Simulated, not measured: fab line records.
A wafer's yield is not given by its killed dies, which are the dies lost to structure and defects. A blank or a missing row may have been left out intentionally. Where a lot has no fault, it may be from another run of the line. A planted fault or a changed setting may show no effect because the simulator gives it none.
Lot-split experiment ; flow sfq-line ; 5 lots, 23 wafers read, on a route of 325 steps

== ON THE SPLIT ==
At SFQ_TRILAYER_A5C_DEP_PECVD_142 (deposits SiO2 from SiH4/N2O, time 15.556 s, target thk 70 nm), the setting time-s was moved away from the recipe's 15.556 s on 6 of the 23 wafers read, by -8.1% to +14.6%. The other wafers ran this setting at the recipe's value.

== FROM THE SPLIT TO THE READING: what the file shows between them, 2 steps ==
- SFQ_TRILAYER_C5_LITHO_COAT_156: resist thk 62 nm (also split here: resist-thk-nm)
- SFQ_TRILAYER_C5_BARC_OPEN_VIA_ETCH_210: etches BARC in O2, target depth 125 nm, time 41.7 s (also split here: source-w)

== THE READING ==
oes-product-au, in a.u., at SFQ_TRILAYER_C5_ETCH_VIA_ETCH_154 (etches SiO2 in CHF3, stops on Nb, target depth 84 nm). A value of 0.898 a.u. with a standard deviation of 0.0088 a.u. is what fault-free wafers of this fab line usually give.

wafer;tool, chamber at the split;time-s as run, s;against the recipe;oes-product-au, a.u.;against lot-mates on the recipe
L074.2;pecvd-02, 0,1;15.556;recipe;0.897;-
L074.3;pecvd-02, 0,1;15.556;recipe;0.892;-
L074.4;pecvd-02, 0;15.556;recipe;0.902;-
L074.5;pecvd-02, 1;17.72;+13.9%;0.969;+0.072
L074.6;pecvd-02, 2;17.72;+13.9%;0.968;+0.071
L076.1;pecvd-02, 1;15.556;recipe;0.884;-
L076.2;pecvd-02, 0;17.82;+14.6%;0.954;+0.063
L076.3;pecvd-02, 2;15.556;recipe;0.897;-
L076.4;pecvd-02, 2;15.556;recipe;0.891;-
L076.6;pecvd-02, 0;17.82;+14.6%;0.961;+0.070
L077.2;pecvd-03, 1;15.556;recipe;0.914;-
L077.3;pecvd-03, 0;15.556;recipe;0.908;-
L077.4;pecvd-03, 1;15.556;recipe;0.909;-
L077.5;pecvd-03, 0;15.556;recipe;0.916;-
L077.6;pecvd-03, 2;15.556;recipe;0.901;-
L079.1;pecvd-02, 2;14.29;-8.1%;0.840;-0.058
L079.3;pecvd-02, 0;15.556;recipe;0.891;-
L079.4;pecvd-02, 1;14.29;-8.1%;0.861;-0.037
L079.5;pecvd-02, 2;15.556;recipe;0.911;-
L079.6;pecvd-02, 0;15.556;recipe;0.892;-
L083.1;pecvd-02, 1;15.556;recipe;0.893;-
L083.2;pecvd-02, 2;15.556;recipe;0.892;-
L083.6;pecvd-02, 0;15.556;recipe;0.895;-
If several chambers appear in one row, that row covers several wafers at once and the file leaves open which wafer was in which chamber.

THE FIT
A straight line over all 23 wafers: oes-product-au changes by +0.00475 a.u. for each +1% of time-s; r = +0.95; the points scatter about the line by 0.0099 a.u.
The same after taking each lot's own level away (the mean of its wafers on the recipe; 23 wafers): +0.00503 a.u. for each +1%; r = +0.98; scatter 0.0066 a.u.
According to that fit, moving time-s by its largest amount changes the reading by 0.073 a.u.
Measured against the standard deviation above, the lots' own levels, which go from 0.8907 to 0.9096 a.u., span 2.2 times it.
Hence the lot-to-lot level has little effect on the slope; both slopes agree.
Check: with one of the wafers moved furthest among these (+14.6%) left out of the fit, the line predicts +0.075 a.u. for it against its lot-mates. It came out at +0.0633 a.u. against them.

== FURTHER SPLITS ON THESE WAFERS ==
Note: prior to the reading, these wafers also went through further splits. Each is held against what the fit with the lots' levels taken away leaves over:
other split on the same wafers;wafers away from the commonest value;r with oes-product-au (lot level and that fit taken away)
SFQ_TRILAYER_M4_BARC_OPEN_METAL_ETCH_123 icp-w;10;+0.01
SFQ_TRILAYER_I4_VIA_LITHO_COAT_103 spin-rpm;5;+0.14
SFQ_TRILAYER_I4_VIA_BARC_OPEN_VIA_ETCH_146 bias-w;8;-0.21
SFQ_TRILAYER_JJ_TRILAYER_DEP_SPUTTER_109 time-s;9;-0.02
SFQ_TRILAYER_JJ_CE_LITHO_COAT_114 resist-thk-nm;8;+0.11
SFQ_TRILAYER_JJ_CE_BARC_OPEN_RIE_150 bias-w;10;+0.10
SFQ_TRILAYER_M5_LITHO_PEB_126 peb-temp-c;5;+0.33
SFQ_TRILAYER_R5_DEP_SPUTTER_134 power-w;7;-0.21
SFQ_TRILAYER_R5_LITHO_COAT_136 resist-thk-nm;9;+0.11
SFQ_TRILAYER_R5_ETCH_METAL_ETCH_139 bias-w;7;-0.07
SFQ_TRILAYER_C5_LITHO_COAT_156 resist-thk-nm;4;-0.09
SFQ_TRILAYER_C5_BARC_OPEN_VIA_ETCH_210 source-w;8;-0.01

== THE WHOLE CHAIN: every reading that the file lists as answering this split, in the file's order ==
step;what it does;reading;change (the file's fit);r (the file's)
SFQ_TRILAYER_A5C_DEP_PECVD_142;deposits SiO2 from SiH4/N2O, time 15.556 s, target thk 70 nm;SiO2_of_TRILAYER_A5C_DEP_PECVD_142.thk-nm (the simulator's own value, which no gauge read);+0.704 nm for each +1% of the setting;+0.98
SFQ_TRILAYER_C5_ETCH_VIA_ETCH_154;etches SiO2 in CHF3, stops on Nb, target depth 84 nm;oes-product-au;+0.00497 a.u. for each +1% of the setting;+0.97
SFQ_TRILAYER_C5_ETCH_VIA_ETCH_154;etches SiO2 in CHF3, stops on Nb, target depth 84 nm;C5.feature-depth-nm (the simulator's own value, which no gauge read);+0.704 nm for each +1% of the setting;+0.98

== THE FILE'S OWN FIT ==
oes-product-au changes by +0.00497 a.u. for each +1% of time-s, r = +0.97.
